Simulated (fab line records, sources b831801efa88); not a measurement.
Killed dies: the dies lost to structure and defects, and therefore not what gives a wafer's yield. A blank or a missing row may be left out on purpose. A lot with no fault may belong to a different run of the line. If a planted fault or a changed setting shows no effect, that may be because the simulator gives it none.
fab line records | flow sky130
record lots=7 wafers=21 lastDay=50
route steps=708 shown SONOS_ONO@186 GATE_OXIDE@187 PAD_OPEN@708
lots untouched by any fault: they come from a run of this same line in which no faults occurred
startH: hours from the record's first day to the start of the lot's first wafer shown | waitH: hours since the lot's step before | " as in the row above | L1.1+2: a single row standing in for several wafers | - either no value or no given start | * or withheld: withheld | < > ~ a bound
route shown NAME@n: NAME is a module with steps in the file, n the number in the route of the first one | usual: mean/standard deviation taken from wafers without a fault | same: alike in all rows | chamber/n: place in a boat | sites: the reading at each site | _std_site: standard deviation across them | _edge_site: mean of outer sites minus mean of inner sites | radiusMm: for every site, how far away it sits from the centre of the wafer | mask NAME#n: copy n | behind: the tool/chamber that last shaped the wafer | hold: what put the lot on hold/how long, in hours/how the hold closed | device: names the non-switching transistor (n, p or np) | end of line: the same wafers' tests at the end of the route | a step with no rows: only its recipe | killed: dies that structure and defects cost at the first sort, which is not the same as the wafer's yield | map: the dies of a wafer, with x for killed, . for not killed, _ for no die there
set.NAME: setting as actually run; set.NAME@STEP: the setting as run at that earlier step | model.NAME: the simulator's own value behind a step, which no gauge read
certain route steps with their lots: each step a table, each wafer a row
services: when a tool's chamber went out of use (startH, in hours from the record's first day, below 0 if earlier), for how many hours, and the reason
## steps
# step SKY_SONOS_ONO_WET_ETCH_18
# recipe chemistry=H3PO4 targetDepthNm=15 target=Si3N4 tempC=160 timeS=172
# step SKY_GATE_OXIDE_CLEAN_00
# recipe chemistry=SC1/SC2 mix=1:4:20 tempC=70 timeS=150 dry=n2Spin
# step SKY_GATE_OXIDE_OXIDATION_01
# recipe tempC=900 ambient=O2 stabiliseS=600 purgeS=300 targetThkA=102.68 oxTimeS=1473
# step SKY_GATE_OXIDE_THK_MEAS_02
# recipe reads=SiO2_of_GATE_OXIDE_OXIDATION_01
# usual GATE_OXIDE_OXIDATION_00_THK=10.23/0.21
# columns lot.wafer tool chamber startH waitH GATE_OXIDE_OXIDATION_00_THK[nm]
L860.1 filmMetro-02 - 290.16 0.0 10.22
L860.2 " - " " 10.36
L860.4 " - " " 10.28
L865.1 filmMetro-02 - 342.44 0.0 10.57
L865.5 " - " " 10.36
L865.6 " - " " 10.48
L867.1 filmMetro-02 - 350.63 0.0 10.41
L867.3 " - " " 10.40
L867.6 " - " " 10.47
L870.3 filmMetro-04 - 374.28 0.1 10.07
L870.4 " - " " 10.20
L870.5 " - " " 10.20
L872.2 filmMetro-01 - 391.54 0.0 10.25
L872.4 " - " " 10.48
L872.6 " - " " 10.49
L876.1 filmMetro-01 - 418.69 0.0 10.13
L876.3 " - " " 10.22
L876.4 " - " " 10.19
L882.2 filmMetro-01 - 470.46 0.0 10.56
L882.5 " - " " 10.40
L882.6 " - " " 10.44
# step SKY_GATE_OXIDE_DEHYDRATE_03
# recipe tempC=200 timeS=60
# step SKY_GATE_OXIDE_HMDS_04
# recipe primeTimeS=60 primeTempC=120
# step SKY_GATE_OXIDE_COAT_05
# recipe resist=NOVOLAK spinRpm=3000 resistThkNm=1140
# step SKY_GATE_OXIDE_SOFTBAKE_06
# recipe tempC=90 timeS=60 resist=NOVOLAK
# step SKY_GATE_OXIDE_EXPOSE_07
# recipe maskId=LVOM na=0.6 sourceShape=conventional sigmaOuter=0.6 polarization=unpolarized targetCdNm=600 doseMj=170
# step SKY_GATE_OXIDE_PEB_08
# recipe tempC=withheld timeS=* resist=NOVOLAK
# step SKY_GATE_OXIDE_DEVELOP_09
# recipe resist=NOVOLAK developer=TMAH developTimeS=60 devTempC=23
# step SKY_GATE_OXIDE_OVL_MEAS_10
# usual GATE_OXIDE_OVL=-0.4/2
# columns lot.wafer tool chamber startH waitH GATE_OXIDE_OVL[nm]
L860.1 overlay-02 - 313.68 0.1 -3.1
L860.2 " - " " -0.3
L860.4 " - " " -0.3
L865.1 overlay-02 - 368.32 0.1 -1.7
L865.5 " - " " -2.8
L865.6 " - " " -2.1
L867.1 overlay-02 - 376.07 0.1 0.1
L867.3 " - " " -1.5
L867.6 " - " " -2.4
L870.3 overlay-02 - 402.18 0.1 -1.4
L870.4 " - " " -2.4
L870.5 " - " " -3.9
L872.2 overlay-02 - 419.81 0.1 2.0
L872.4 " - " " 1.8
L872.6 " - " " 2.5
L876.1 overlay-02 - 448.07 0.1 -0.3
L876.3 " - " " 0.2
L876.4 " - " " -1.5
L882.2 overlay-01 - 496.52 0.1 1.6
L882.5 " - " " 2.2
L882.6 " - " " 0.7
# step SKY_GATE_OXIDE_IMPLANT_11
# recipe species=B energyKev=10 doseCm2=2.6e+12 tiltDeg=withheld
# columns lot.wafer tool chamber startH waitH
L860.1+2+4 implanter-01 0 313.71 0.0
L865.1+5+6 implanter-01 0 368.35 0.0
L867.1+3+6 implanter-04 0 376.10 0.0
L870.3+4+5 implanter-03 0 402.25 0.1
L870.3+4+5 implanter-03 0 402.57 0.3
L872.2+4+6 implanter-04 0 419.87 0.0
L872.2+4+6 implanter-04 0 420.30 0.4
L876.1+3+4 implanter-01 0 448.10 0.0
L876.1+3+4 implanter-01 0 448.42 0.3
L882.2+5+6 implanter-03 0 496.58 0.0
# step SKY_GATE_OXIDE_WET_ETCH_12
# recipe chemistry=dHF targetDepthNm=16.8 dry=n2Spin target=SiO2 dilution=100:1 tempC=25 timeS=336
# step SKY_GATE_OXIDE_STRIP_13
# recipe chemistry=O2/N2 powerW=1400 pressureMtorr=1500 platenTempC=withheld o2FlowSccm=3000 n2FlowSccm=300 overashFraction=0.5
# usual drypumpMotorCurrentA=5.7/0.44 oesProductAu=0.716/0.0042 stripTimeToEndpointS=14.17/0.04
# same overashFraction=0.5
# columns lot.wafer tool chamber startH waitH drypumpMotorCurrentA oesProductAu rfHoursCounterH stripTimeToEndpointS
L860.1 plasmaAsher-01 0 314.07 0.0 5.9 0.713 49 14.19
L860.2 " 1 " " 5.5 0.722 49 14.17
L860.4 " 0 " " 6.0 0.720 - 14.23
L865.1 plasmaAsher-01 0 368.61 0.0 5.9 0.705 55 14.18
L865.5 " 0 " " 5.9 0.716 - 14.16
L865.6 " 1 " " 5.5 0.708 - 14.17
L867.1 plasmaAsher-01 0 376.35 0.0 5.9 0.713 56 14.19
L867.3 " 1 " " 5.5 0.712 - 14.17
L867.6 " 1 " " 5.5 0.716 - 14.19
L870.3 plasmaAsher-03 1 402.91 0.0 6.5 0.720 - 14.16
L870.4 " 0 " " 5.8 0.718 - 14.18
L870.5 " 1 " " 6.5 0.715 - 14.17
L872.2 plasmaAsher-03 0 420.53 0.0 5.8 0.713 72 14.19
L872.4 " 1 " " 6.4 0.716 - 14.15
L872.6 " 0 " " 5.8 0.724 - 14.18
L876.1 plasmaAsher-01 0 448.67 0.0 5.9 0.714 62 14.18
L876.3 " 1 " " 5.5 0.715 - 14.18
L876.4 " 0 " " 5.9 0.722 - 14.18
L882.2 plasmaAsher-03 0 496.80 0.0 5.8 0.715 81 14.18
L882.5 " 0 " " 5.8 0.715 - 14.22
L882.6 " 1 " " 6.4 0.717 - 14.23
# step SKY_GATE_OXIDE_TW_MEAS_14
# usual GATE_OXIDE_TW=222.3/1.3
# columns lot.wafer tool chamber startH waitH GATE_OXIDE_TW
L860.1 filmMetro-01 - 314.17 0.1 221.7
L860.2 " - " " 222.6
L860.4 " - " " 222.6
L865.1 filmMetro-02 - 368.71 0.1 221.0
L865.5 " - " " 221.1
L865.6 " - " " 224.0
L867.1 filmMetro-04 - 376.45 0.1 223.2
L867.3 " - " " 222.3
L867.6 " - " " 222.7
L870.3 filmMetro-04 - 402.99 0.1 274.5
L870.4 " - " " 270.9
L870.5 " - " " 274.0
L872.2 filmMetro-01 - 420.68 0.1 271.0
L872.4 " - " " 270.6
L872.6 " - " " 269.3
L876.1 filmMetro-01 - 448.87 0.2 272.2
L876.3 " - " " 270.5
L876.4 " - " " 270.6
L882.2 filmMetro-04 - 496.91 0.1 222.8
L882.5 " - " " 223.7
L882.6 " - " " 223.0
# step SKY_GATE_OXIDE_CLEAN_15
# recipe chemistry=SC1/SC2 mix=1:4:20 tempC=70 timeS=150 dry=n2Spin
# step SKY_PAD_OPEN_PROBE_99
# usual killed_at_M0_to_M3=43/7.5 killed_at_M4_up=2.8/1.8 killedAtContacts=24/5.3 killedAtFrontEnd=14/4.2 killedAtOther=0.3/0.54 killedDies=84/9.4 killedOpen=46/7.1 killedShort=38/6.6
# same grossDies=492 killedAtBackSide=0
# columns lot.wafer tool chamber startH waitH killed_at_M0_to_M3 killed_at_M4_up killedAtContacts killedAtFrontEnd killedAtOther killedDies killedOpen killedShort
L860.1 prober-02 - 1079.61 0.1 46 3 29 9 1 88 57 30
L860.2 prober-02 - 1079.66 0.1 50 1 32 12 0 95 52 43
L860.4 prober-02 - 1079.76 0.2 49 1 27 14 1 92 56 36
L865.1 prober-02 - 1123.46 0.1 57 2 19 19 0 97 63 34
L865.5 prober-02 - 1123.66 0.2 49 1 22 11 0 83 41 41
L865.6 prober-02 - 1123.71 0.2 52 3 29 15 0 99 64 35
L867.1 prober-01 - 1126.34 0.1 40 3 31 8 1 83 52 29
L867.3 prober-01 - 1126.44 0.2 39 2 32 10 2 85 44 37
L867.6 prober-01 - 1126.59 0.2 38 3 25 9 1 76 50 25
L876.1 prober-02 - 1168.98 0.1 28 4 34 13 0 79 45 34
L876.3 prober-02 - 1169.08 0.2 48 0 20 4 1 73 36 37
L876.4 prober-02 - 1169.13 0.2 40 5 30 6 0 81 42 39
# killed by level:class
L860.1 VIA1:geometricParticle:open=12 CONTACT:geometricParticle:open=9 VIA2:geometricParticle:open=9 LI_CONTACT:geometricParticle:open=8 VIA3:geometricParticle:open=7 LOCAL_INTERCONNECT:geometricParticle:short=5 FIELD_ISO:geometricParticle:open=4 VIA2:geometricParticle:short=4
L860.2 VIA1:geometricParticle:open=15 CONTACT:geometricParticle:open=12 CONTACT:geometricParticle:short=7 LOCAL_INTERCONNECT:geometricParticle:short=6 VIA3:geometricParticle:short=6 VIA3:geometricParticle:open=6 LI_CONTACT:geometricParticle:open=5 VIA1:geometricParticle:short=5
L860.4 VIA1:geometricParticle:open=12 LI_CONTACT:geometricParticle:open=9 VIA2:geometricParticle:open=8 CONTACT:geometricParticle:open=7 CONTACT:geometricParticle:short=6 VIA3:geometricParticle:open=6 VIA2:geometricParticle:short=5 VIA1:geometricParticle:short=5
L865.1 VIA1:geometricParticle:open=10 VIA3:geometricParticle:open=10 CONTACT:geometricParticle:open=10 METAL2:geometricParticle:short=10 VIA2:geometricParticle:open=8 FIELD_ISO:geometricParticle:open=7 POLY_GATE:geometricParticle:open=7 VIA1:geometricParticle:short=5
L865.5 VIA1:geometricParticle:open=9 CONTACT:geometricParticle:open=8 METAL2:geometricParticle:short=7 VIA1:geometricParticle:short=7 VIA3:geometricParticle:short=7 VIA3:geometricParticle:open=6 LI_CONTACT:geometricParticle:open=5 VIA2:geometricParticle:open=4
L865.6 CONTACT:geometricParticle:open=16 VIA1:geometricParticle:open=11 VIA3:geometricParticle:open=9 VIA1:geometricParticle:short=8 VIA2:geometricParticle:open=7 LI_CONTACT:geometricParticle:open=7 FIELD_ISO:geometricParticle:open=5 SPACER:geometricParticle:open=5
L867.1 CONTACT:geometricParticle:open=14 VIA1:geometricParticle:open=11 LI_CONTACT:geometricParticle:open=7 VIA1:geometricParticle:short=7 VIA2:geometricParticle:open=6 CONTACT:geometricParticle:short=4 VIA3:geometricParticle:open=4 LOCAL_INTERCONNECT:geometricParticle:open=3
L867.3 CONTACT:geometricParticle:open=12 VIA1:geometricParticle:open=10 CONTACT:geometricParticle:short=8 LI_CONTACT:geometricParticle:open=7 VIA1:geometricParticle:short=6 METAL2:geometricParticle:short=5 VIA2:geometricParticle:open=5 VIA3:geometricParticle:open=4
L867.6 VIA1:geometricParticle:open=14 CONTACT:geometricParticle:open=12 LI_CONTACT:geometricParticle:open=7 VIA3:geometricParticle:open=4 CONTACT:geometricParticle:short=4 VIA1:geometricParticle:short=4 POLY_GATE:geometricParticle:open=3 METAL2:geometricParticle:open=3
L876.1 CONTACT:geometricParticle:open=12 LI_CONTACT:geometricParticle:open=7 METAL2:geometricParticle:short=7 CONTACT:geometricParticle:short=6 VIA2:geometricParticle:open=6 VIA1:geometricParticle:open=5 FIELD_ISO:geometricParticle:open=4 VIA3:geometricParticle:open=4
L876.3 VIA2:geometricParticle:open=9 VIA1:geometricParticle:open=8 LI_CONTACT:geometricParticle:open=5 LOCAL_INTERCONNECT:geometricParticle:short=5 CONTACT:geometricParticle:open=5 VIA3:geometricParticle:short=5 METAL2:geometricParticle:short=5 VIA3:geometricParticle:open=5
L876.4 CONTACT:geometricParticle:open=10 LI_CONTACT:geometricParticle:open=9 VIA1:geometricParticle:open=8 METAL2:geometricParticle:short=8 VIA3:geometricParticle:open=6 LI_CONTACT:geometricParticle:short=4 LOCAL_INTERCONNECT:geometricParticle:short=4 METAL1:geometricParticle:short=4
## services
# columns tool chamber startH hours kind
plasmaAsher-03 - 301.64 0.8 repair
implanter-04 - 320.31 3.1 repair
implanter-01 - 322.19 2.2 repair
plasmaAsher-01 - 332.88 0.4 repair
plasmaAsher-01 - 336.74 2.2 repair
plasmaAsher-03 - 346.03 15.6 pm
plasmaAsher-01 - 430.03 14.6 pm
implanter-04 - 431.12 4.2 pm
implanter-01 - 432.37 6.2 repair
plasmaAsher-03 - 447.73 7.3 repair
## key
firstSign step=SKY_GATE_OXIDE_IMPLANT_11 reading=visit direction=added
effect step=SKY_GATE_OXIDE_TW_MEAS_14 reading=GATE_OXIDE_TW direction=up sigmas=38 usual=222.3 struck=271.5
metAt SKY_GATE_OXIDE_IMPLANT_11
struckWafers L870.3,L870.4,L870.5,L872.2,L872.4,L872.6,L876.1,L876.3,L876.4
testerLeftOut L870,L872,L876
fault kind=repeatedStepWhole tool=implanter-01,implanter-03,implanter-04 chamber=- onsetH=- steps=SKY_GATE_OXIDE_IMPLANT_11 times=1 scope=struckLotsOnly
# testerLeftOut: of these lots the tester's yield and bins aren't shown, on N5 and GAA mostly nor the transistor test; their killed dies are dies lost to structure and defects alone, not to doping, threshold or leakage, so they don't give the yield
